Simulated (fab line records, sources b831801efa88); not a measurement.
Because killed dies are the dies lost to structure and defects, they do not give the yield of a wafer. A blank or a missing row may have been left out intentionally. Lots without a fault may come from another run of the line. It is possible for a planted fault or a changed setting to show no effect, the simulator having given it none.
fab line records :: flow sky130
record:
  lots: 5
  wafers: 15
  lastDay: 50
route steps=708 shown CONTACT@406
lots that met no fault: from a run of the same line without faults
startH: hours from the record's first day to the start of the lot's first wafer shown :: waitH: hours elapsed since this lot's preceding step :: " unchanged from the row above :: L1.1+2: one row covering several wafers at once :: - no value, or no start given :: * or withheld: withheld :: < > ~ a bound
route shown NAME@n: a module of which the file shows steps, and the number in the route of the first :: usual: mean/standard deviation taken from wafers without a fault :: same: alike in all rows :: chamber/n: place in a boat :: sites: each site's reading :: _std_site: the standard deviation of these :: _edge_site: mean of outer sites minus mean of inner sites :: radiusMm: for every site, how far away it sits from the centre of the wafer :: mask NAME#n: copy n :: behind: the most recent tool/chamber to have shaped the wafer :: hold: reason for holding the lot/hours on hold/outcome of the hold :: device: the n, p or np transistor that did not switch :: end of line: the same wafers' tests at the end of the route :: a step given without rows: its recipe and nothing more :: killed: the dies lost at the first sort to structure and to defects; this is not the yield of the wafer :: map: dies across one wafer; x = killed, . = not, _ = none there
set.NAME: the run value of the setting; set.NAME@STEP: its run value at that earlier step :: model.NAME: the simulator's own value behind a step, which no gauge read
lots seen at some steps along the route; tables by step, rows by wafer
services: the hour from which a tool's chamber was out of use, counted from the record's first day as startH (under 0 if before that day), plus the number of hours and why
== steps ==
step: SKY_CONTACT_CVD_00
recipe:
  material: Si3N4
  targetThkNm: 75
  tempC: 400
  timeS: withheld
  rfW: 450
usual:
  heaterPowerW: 721/92
lot.wafer: L075.1
tool: pecvd-01
chamber: 1
startH: 713.68
waitH: 0.0
heaterPowerW: 783

lot.wafer: L075.4
tool: pecvd-01
chamber: 1
startH: 713.68
waitH: 0.0
heaterPowerW: 780

lot.wafer: L075.5
tool: pecvd-01
chamber: 0
startH: 713.68
waitH: 0.0
heaterPowerW: 624

lot.wafer: L078.1
tool: pecvd-04
chamber: 1
startH: 752.09
waitH: 0.0
heaterPowerW: 667

lot.wafer: L078.2
tool: pecvd-04
chamber: 2
startH: 752.09
waitH: 0.0
heaterPowerW: 565

lot.wafer: L078.3
tool: pecvd-04
chamber: 0
startH: 752.09
waitH: 0.0
heaterPowerW: 868

lot.wafer: L082.2
tool: pecvd-04
chamber: 1
startH: 783.15
waitH: 0.0
heaterPowerW: 639

lot.wafer: L082.4
tool: pecvd-04
chamber: 0
startH: 783.15
waitH: 0.0
heaterPowerW: 797

lot.wafer: L082.5
tool: pecvd-04
chamber: 1
startH: 783.15
waitH: 0.0
heaterPowerW: 648

lot.wafer: L094.4
tool: pecvd-01
chamber: 2
startH: 860.02
waitH: 0.0
heaterPowerW: 762

lot.wafer: L094.5
tool: pecvd-01
chamber: 0
startH: 860.02
waitH: 0.0
heaterPowerW: 655

lot.wafer: L094.6
tool: pecvd-01
chamber: 1
startH: 860.02
waitH: 0.0
heaterPowerW: 765

lot.wafer: L095.2
tool: pecvd-03
chamber: 0
startH: 867.10
waitH: 0.0
heaterPowerW: 683

lot.wafer: L095.3
tool: pecvd-03
chamber: 2
startH: 867.10
waitH: 0.0
heaterPowerW: 902

lot.wafer: L095.6
tool: pecvd-03
chamber: 0
startH: 867.10
waitH: 0.0
heaterPowerW: 699
step: SKY_CONTACT_THK_MEAS_01
recipe:
  reads: Si3N4_of_CONTACT_CVD_00
usual:
  CONTACT_CVD_00_THK: 75.0/0.92
lot.wafer: L075.1
tool: filmMetro-03
chamber: -
startH: 713.71
waitH: -
CONTACT_CVD_00_THK[nm]: 73.7

lot.wafer: L075.4
tool: filmMetro-03
chamber: -
startH: 713.71
waitH: -
CONTACT_CVD_00_THK[nm]: 75.2

lot.wafer: L075.5
tool: filmMetro-03
chamber: -
startH: 713.71
waitH: -
CONTACT_CVD_00_THK[nm]: 75.6

lot.wafer: L078.1
tool: filmMetro-01
chamber: -
startH: 752.13
waitH: -
CONTACT_CVD_00_THK[nm]: 74.8

lot.wafer: L078.2
tool: filmMetro-01
chamber: -
startH: 752.13
waitH: -
CONTACT_CVD_00_THK[nm]: 74.5

lot.wafer: L078.3
tool: filmMetro-01
chamber: -
startH: 752.13
waitH: -
CONTACT_CVD_00_THK[nm]: 73.8

lot.wafer: L082.2
tool: filmMetro-04
chamber: -
startH: 783.19
waitH: -
CONTACT_CVD_00_THK[nm]: 74.4

lot.wafer: L082.4
tool: filmMetro-04
chamber: -
startH: 783.19
waitH: -
CONTACT_CVD_00_THK[nm]: 75.0

lot.wafer: L082.5
tool: filmMetro-04
chamber: -
startH: 783.19
waitH: -
CONTACT_CVD_00_THK[nm]: 75.7

lot.wafer: L094.4
tool: filmMetro-03
chamber: -
startH: 860.06
waitH: -
CONTACT_CVD_00_THK[nm]: 75.7

lot.wafer: L094.5
tool: filmMetro-03
chamber: -
startH: 860.06
waitH: -
CONTACT_CVD_00_THK[nm]: 76.6

lot.wafer: L094.6
tool: filmMetro-03
chamber: -
startH: 860.06
waitH: -
CONTACT_CVD_00_THK[nm]: 75.7

lot.wafer: L095.2
tool: filmMetro-01
chamber: -
startH: 867.15
waitH: -
CONTACT_CVD_00_THK[nm]: 75.2

lot.wafer: L095.3
tool: filmMetro-01
chamber: -
startH: 867.15
waitH: -
CONTACT_CVD_00_THK[nm]: 74.4

lot.wafer: L095.6
tool: filmMetro-01
chamber: -
startH: 867.15
waitH: -
CONTACT_CVD_00_THK[nm]: 76.2
step: SKY_CONTACT_HDPCVD_02
recipe:
  material: SiO2
  targetThkNm: 565
  sigmaOpenFrac: 0.3
  timeS: 94.2
  tempC: 600
  sih4FlowSccm: 60
  pressureMtorr: 6
same:
  timeS: 94.2
lot.wafer: L075.1+4+5
tool: hdpcvd-02
chamber: 2,2,0
startH: 713.77
waitH: 0.1

lot.wafer: L078.1+2+3
tool: hdpcvd-01
chamber: 0,2,1
startH: 752.19
waitH: 0.1

lot.wafer: L082.2+4+5
tool: hdpcvd-02
chamber: 1,0,1
startH: 783.24
waitH: 0.0

lot.wafer: L094.4+5+6
tool: hdpcvd-01
chamber: 2,0,1
startH: 860.13
waitH: 0.1

lot.wafer: L095.2+3+6
tool: hdpcvd-02
chamber: 2,1,2
startH: 867.20
waitH: 0.0
step: SKY_CONTACT_THK_MEAS_03
recipe:
  reads: SiO2_of_CONTACT_HDPCVD_02
usual:
  CONTACT_HDPCVD_THK: 563/5.8
lot.wafer: L075.1
tool: filmMetro-04
chamber: -
startH: 713.84
waitH: 0.0
CONTACT_HDPCVD_THK[nm]: 569

lot.wafer: L075.4
tool: filmMetro-04
chamber: -
startH: 713.84
waitH: 0.0
CONTACT_HDPCVD_THK[nm]: 558

lot.wafer: L075.5
tool: filmMetro-04
chamber: -
startH: 713.84
waitH: 0.0
CONTACT_HDPCVD_THK[nm]: 565

lot.wafer: L078.1
tool: filmMetro-03
chamber: -
startH: 752.26
waitH: 0.0
CONTACT_HDPCVD_THK[nm]: 561

lot.wafer: L078.2
tool: filmMetro-03
chamber: -
startH: 752.26
waitH: 0.0
CONTACT_HDPCVD_THK[nm]: 558

lot.wafer: L078.3
tool: filmMetro-03
chamber: -
startH: 752.26
waitH: 0.0
CONTACT_HDPCVD_THK[nm]: 558

lot.wafer: L082.2
tool: filmMetro-04
chamber: -
startH: 783.32
waitH: 0.0
CONTACT_HDPCVD_THK[nm]: 566

lot.wafer: L082.4
tool: filmMetro-04
chamber: -
startH: 783.32
waitH: 0.0
CONTACT_HDPCVD_THK[nm]: 574

lot.wafer: L082.5
tool: filmMetro-04
chamber: -
startH: 783.32
waitH: 0.0
CONTACT_HDPCVD_THK[nm]: 571

lot.wafer: L094.4
tool: filmMetro-01
chamber: -
startH: 860.19
waitH: 0.0
CONTACT_HDPCVD_THK[nm]: 565

lot.wafer: L094.5
tool: filmMetro-01
chamber: -
startH: 860.19
waitH: 0.0
CONTACT_HDPCVD_THK[nm]: 570

lot.wafer: L094.6
tool: filmMetro-01
chamber: -
startH: 860.19
waitH: 0.0
CONTACT_HDPCVD_THK[nm]: 571

lot.wafer: L095.2
tool: filmMetro-01
chamber: -
startH: 867.28
waitH: 0.0
CONTACT_HDPCVD_THK[nm]: 559

lot.wafer: L095.3
tool: filmMetro-01
chamber: -
startH: 867.28
waitH: 0.0
CONTACT_HDPCVD_THK[nm]: 565

lot.wafer: L095.6
tool: filmMetro-01
chamber: -
startH: 867.28
waitH: 0.0
CONTACT_HDPCVD_THK[nm]: 555
step: SKY_CONTACT_CMP_04
recipe:
  material: SiO2
  downForcePsi: 4
  platenRpm: 60
  padVelocityMS: 0.94248
usual:
  motorCurrentA: 11.6/1.8
  timeToEndpointS: 83/3.7
lot.wafer: L075.4
tool: cmp-01
chamber: 0
startH: 713.95
waitH: 0.1
motorCurrentA: 13.0
timeToEndpointS: 79

lot.wafer: L075.1
tool: cmp-01
chamber: 2
startH: 713.95
waitH: 0.1
motorCurrentA: 8.3
timeToEndpointS: 82

lot.wafer: L075.5
tool: cmp-01
chamber: 0
startH: 713.95
waitH: 0.1
motorCurrentA: 14.0
timeToEndpointS: 80

lot.wafer: L078.2
tool: cmp-01
chamber: 3
startH: 752.41
waitH: 0.1
motorCurrentA: 12.1
timeToEndpointS: 83

lot.wafer: L078.1
tool: cmp-01
chamber: 0
startH: 752.41
waitH: 0.1
motorCurrentA: 14.9
timeToEndpointS: 85

lot.wafer: L078.3
tool: cmp-01
chamber: 1
startH: 752.41
waitH: 0.1
motorCurrentA: 10.4
timeToEndpointS: 82

lot.wafer: L082.4
tool: cmp-02
chamber: 3
startH: 783.42
waitH: 0.1
motorCurrentA: 12.1
timeToEndpointS: 85

lot.wafer: L082.2
tool: cmp-02
chamber: 0
startH: 783.42
waitH: 0.1
motorCurrentA: 9.7
timeToEndpointS: 83

lot.wafer: L082.5
tool: cmp-02
chamber: 3
startH: 783.42
waitH: 0.1
motorCurrentA: 11.9
timeToEndpointS: 85

lot.wafer: L094.4
tool: cmp-02
chamber: 0
startH: 860.27
waitH: 0.1
motorCurrentA: 10.3
timeToEndpointS: 81

lot.wafer: L094.6
tool: cmp-02
chamber: 3
startH: 860.27
waitH: 0.1
motorCurrentA: 11.6
timeToEndpointS: 77

lot.wafer: L094.5
tool: cmp-02
chamber: 0
startH: 860.27
waitH: 0.1
motorCurrentA: 10.0
timeToEndpointS: 82

lot.wafer: L095.3
tool: cmp-01
chamber: 3
startH: 867.38
waitH: 0.1
motorCurrentA: 12.5
timeToEndpointS: 79

lot.wafer: L095.2
tool: cmp-01
chamber: 1
startH: 867.38
waitH: 0.1
motorCurrentA: 10.8
timeToEndpointS: 79

lot.wafer: L095.6
tool: cmp-01
chamber: 3
startH: 867.38
waitH: 0.1
motorCurrentA: 13.0
timeToEndpointS: 72
step: SKY_CONTACT_BOW_MEAS_05
recipe:
  mode: bow
usual:
  CONTACT_BOW: 83/6.3
lot.wafer: L075.1
tool: filmMetro-04
chamber: -
startH: 714.20
waitH: 0.1
CONTACT_BOW[um]: 85

lot.wafer: L075.4
tool: filmMetro-04
chamber: -
startH: 714.20
waitH: 0.1
CONTACT_BOW[um]: 81

lot.wafer: L075.5
tool: filmMetro-04
chamber: -
startH: 714.20
waitH: 0.1
CONTACT_BOW[um]: 78

lot.wafer: L078.1
tool: filmMetro-04
chamber: -
startH: 752.71
waitH: 0.2
CONTACT_BOW[um]: 82

lot.wafer: L078.2
tool: filmMetro-04
chamber: -
startH: 752.71
waitH: 0.2
CONTACT_BOW[um]: 78

lot.wafer: L078.3
tool: filmMetro-04
chamber: -
startH: 752.71
waitH: 0.2
CONTACT_BOW[um]: 95

lot.wafer: L082.2
tool: filmMetro-03
chamber: -
startH: 783.69
waitH: 0.2
CONTACT_BOW[um]: 79

lot.wafer: L082.4
tool: filmMetro-03
chamber: -
startH: 783.69
waitH: 0.2
CONTACT_BOW[um]: 87

lot.wafer: L082.5
tool: filmMetro-03
chamber: -
startH: 783.69
waitH: 0.2
CONTACT_BOW[um]: 87

lot.wafer: L094.4
tool: filmMetro-04
chamber: -
startH: 860.58
waitH: 0.3
CONTACT_BOW[um]: 67

lot.wafer: L094.5
tool: filmMetro-04
chamber: -
startH: 860.58
waitH: 0.3
CONTACT_BOW[um]: 71

lot.wafer: L094.6
tool: filmMetro-04
chamber: -
startH: 860.58
waitH: 0.3
CONTACT_BOW[um]: 67

lot.wafer: L095.2
tool: filmMetro-04
chamber: -
startH: 867.65
waitH: 0.1
CONTACT_BOW[um]: 81

lot.wafer: L095.3
tool: filmMetro-04
chamber: -
startH: 867.65
waitH: 0.1
CONTACT_BOW[um]: 84

lot.wafer: L095.6
tool: filmMetro-04
chamber: -
startH: 867.65
waitH: 0.1
CONTACT_BOW[um]: 90
step: SKY_CONTACT_DEHYDRATE_06
recipe:
  tempC: 200
  timeS: 60
same:
  timeS: 60
lot.wafer: L075.1+4+5
tool: lithoTrack-01
chamber: 0
startH: 726.94
waitH: 12.7

lot.wafer: L078.1+2+3
tool: lithoTrack-01
chamber: 0
startH: 765.54
waitH: 12.8

lot.wafer: L082.2+4+5
tool: lithoTrack-02
chamber: 0
startH: 796.29
waitH: 12.6

lot.wafer: L094.4+5+6
tool: lithoTrack-01
chamber: 0
startH: 872.71
waitH: 12.1

lot.wafer: L095.2+3+6
tool: lithoTrack-02
chamber: 0
startH: 879.94
waitH: 12.3
step: SKY_CONTACT_HMDS_07
recipe:
  primeTimeS: 60
  primeTempC: 120
lot.wafer: L075.1+4+5
tool: lithoTrack-01
chamber: 0
startH: 727.09
waitH: 0.1

lot.wafer: L078.1+2+3
tool: lithoTrack-01
chamber: 0
startH: 765.69
waitH: 0.1

lot.wafer: L082.2+4+5
tool: lithoTrack-02
chamber: 0
startH: 796.44
waitH: 0.1

lot.wafer: L094.4+5+6
tool: lithoTrack-01
chamber: 0
startH: 872.86
waitH: 0.1

lot.wafer: L095.2+3+6
tool: lithoTrack-02
chamber: 0
startH: 880.09
waitH: 0.1
step: SKY_CONTACT_COAT_08
recipe:
  resist: BARC
  tempC: withheld
  timeS: withheld
  spinRpm: 3000
  resistThkNm: 60
lot.wafer: L075.1+4+5
tool: lithoTrack-01
chamber: 0
startH: 727.24
waitH: 0.1

lot.wafer: L078.1+2+3
tool: lithoTrack-01
chamber: 0
startH: 765.84
waitH: 0.1

lot.wafer: L082.2+4+5
tool: lithoTrack-02
chamber: 0
startH: 796.59
waitH: 0.1

lot.wafer: L094.4+5+6
tool: lithoTrack-01
chamber: 0
startH: 873.01
waitH: 0.1

lot.wafer: L095.2+3+6
tool: lithoTrack-02
chamber: 0
startH: 880.24
waitH: 0.1
== services ==
tool: hdpcvd-02
chamber: 0
startH: 694.03
hours: 10.1
kind: repair

tool: hdpcvd-01
chamber: 2
startH: 712.04
hours: 10.9
kind: repair

tool: pecvd-03
chamber: -
startH: 720.85
hours: 5.5
kind: pm

tool: hdpcvd-01
chamber: -
startH: 721.95
hours: 2.8
kind: pm

tool: pecvd-03
chamber: -
startH: 726.31
hours: 6.0
kind: pm

tool: pecvd-04
chamber: 2
startH: 730.78
hours: 10.2
kind: repair

tool: pecvd-04
chamber: -
startH: 742.95
hours: 1.5
kind: repair

tool: cmp-02
chamber: -
startH: 744.00
hours: 4.0
kind: pm

tool: cmp-02
chamber: -
startH: 748.00
hours: -
kind: consumableReplace:conditioner

tool: cmp-02
chamber: -
startH: 748.00
hours: -
kind: consumableReplace:pad

tool: pecvd-03
chamber: 2
startH: 753.81
hours: 6.2
kind: repair

tool: pecvd-04
chamber: -
startH: 759.86
hours: 3.4
kind: repair

tool: pecvd-01
chamber: -
startH: 761.62
hours: 0.4
kind: repair

tool: cmp-01
chamber: -
startH: 764.10
hours: 0.4
kind: repair

tool: pecvd-01
chamber: 2
startH: 767.32
hours: 5.5
kind: scheduledDown

tool: cmp-02
chamber: -
startH: 771.41
hours: 3.8
kind: repair

tool: pecvd-03
chamber: -
startH: 810.31
hours: 28.1
kind: pm

tool: pecvd-04
chamber: 1
startH: 818.12
hours: -
kind: clean

tool: hdpcvd-01
chamber: 0
startH: 829.67
hours: 7.5
kind: repair

tool: cmp-01
chamber: -
startH: 830.80
hours: 5.8
kind: pm

tool: cmp-02
chamber: -
startH: 855.98
hours: 0.7
kind: repair

tool: hdpcvd-02
chamber: -
startH: 859.28
hours: 2.8
kind: pm

tool: pecvd-01
chamber: -
startH: 861.92
hours: 2.8
kind: pm

tool: cmp-01
chamber: -
startH: 862.67
hours: 0.3
kind: repair
== key ==
fault none
